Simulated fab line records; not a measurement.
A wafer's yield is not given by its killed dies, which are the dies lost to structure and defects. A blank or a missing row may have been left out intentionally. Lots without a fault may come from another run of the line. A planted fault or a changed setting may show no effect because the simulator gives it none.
2 desks looking at one fault + flow sky130 + what lay behind the numbers comes last; until then each desk has only its own

FROM THE METROLOGY DESK
Means of the sampled wafers that have a number, per lot and without regard to the tool the lot ran on: this is what the gauges read. The brackets show how far a lot's mean lies from the usual mean; more than 4 standard deviations puts the lot out of limits, marked OUT.
Columns: A = CAP2M_OVL at SKY_CAP2M_OVL_MEAS_12, usual -1.4 nm; B = METAL4_OVL at SKY_METAL4_OVL_MEAS_14, usual 0 nm; C = VIA4_HDPCVD_THK at SKY_VIA4_THK_MEAS_01, usual 1746 nm
| lot  | first seen here | A    | B  | C    |
|------|-----------------|------|----|------|
| L890 | day 40 17:38    | -2.4 | 5  | 1748 |
| L891 | day 41 05:28    | 1.2  | 5  | 1742 |
| L892 | day 41 12:22    | -0.7 | -3 | 1779 |
| L895 | day 42 07:26    | -1.0 | -6 | 1718 |
| L893 | day 42 07:58    | -0.7 | 11 | 1755 |
| L898 | day 43 04:05    | -1.6 | 6  | 1743 |
| L899 | day 43 11:58    | -0.9 | -5 | 1736 |
| L902 | day 44 09:07    | -3.0 | -3 | 1738 |
| L903 | day 44 15:23    | -1.5 | 3  | 1745 |
| L904 | day 44 18:35    | -0.1 | -5 | 1771 |
| L912 | day 46 22:25    | -1.3 | 7  | 1772 |
| L913 | day 47 06:29    | -0.3 | 3  | 1747 |
Finding of this desk: none of the 12 lots has anything out of limits.

FOR THE TOOL OWNER'S DESK: hdpcvd-02
The tool's own readings at SKY_VIA4_HDPCVD_00 (deposits SiO2, target thk 1750 nm, time 291.7 s): means of the sampled wafers that have a number, for each lot that ran on this tool. The brackets show how far a lot's mean lies from the usual mean; more than 4 standard deviations puts the lot out of limits, marked OUT.
Columns: A = pressureMtorr at SKY_VIA4_HDPCVD_00, usual 6.000 mTorr; B = runLengthS at SKY_VIA4_HDPCVD_00, usual 319.5 s
| lot  | first seen here | A     | B                |
|------|-----------------|-------|------------------|
| L890 | day 41 20:14    | 6.009 | 319.4            |
| L891 | day 42 06:52    | 6.001 | 319.4            |
| L895 | day 43 08:34    | 5.995 | 319.2            |
| L898 | day 44 04:52    | 5.998 | 319.6            |
| L902 | day 45 08:55    | 6.009 | 319.4            |
| L904 | day 45 18:11    | 6.001 | 324.4 (+8.2) OUT |
This desk's verdict: out of limits on L904, starting with L904 at day 45 18:11 (runLengthS at SKY_VIA4_HDPCVD_00). Within limits: L890, L891, L895, L898, L902.

TAKEN TOGETHER
An alarm could have come from the tool owner's desk at day 45 18:11, on L904.
From the metrology desk's view, nothing was out of limits.
The metrology desk has L904 on record, within its limits.
On hdpcvd-02, each named lot ran SKY_VIA4_HDPCVD_00.

WHAT HAD BEEN PUT IN BY THE SIMULATOR
hdpcvd-02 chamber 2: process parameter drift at SKY_VIA4_HDPCVD_00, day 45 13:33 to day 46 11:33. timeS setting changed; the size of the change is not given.
Struck lots among those shown: L904.
Hours from the fault's start to each desk's first reading out of limits: the tool owner's desk, 5.
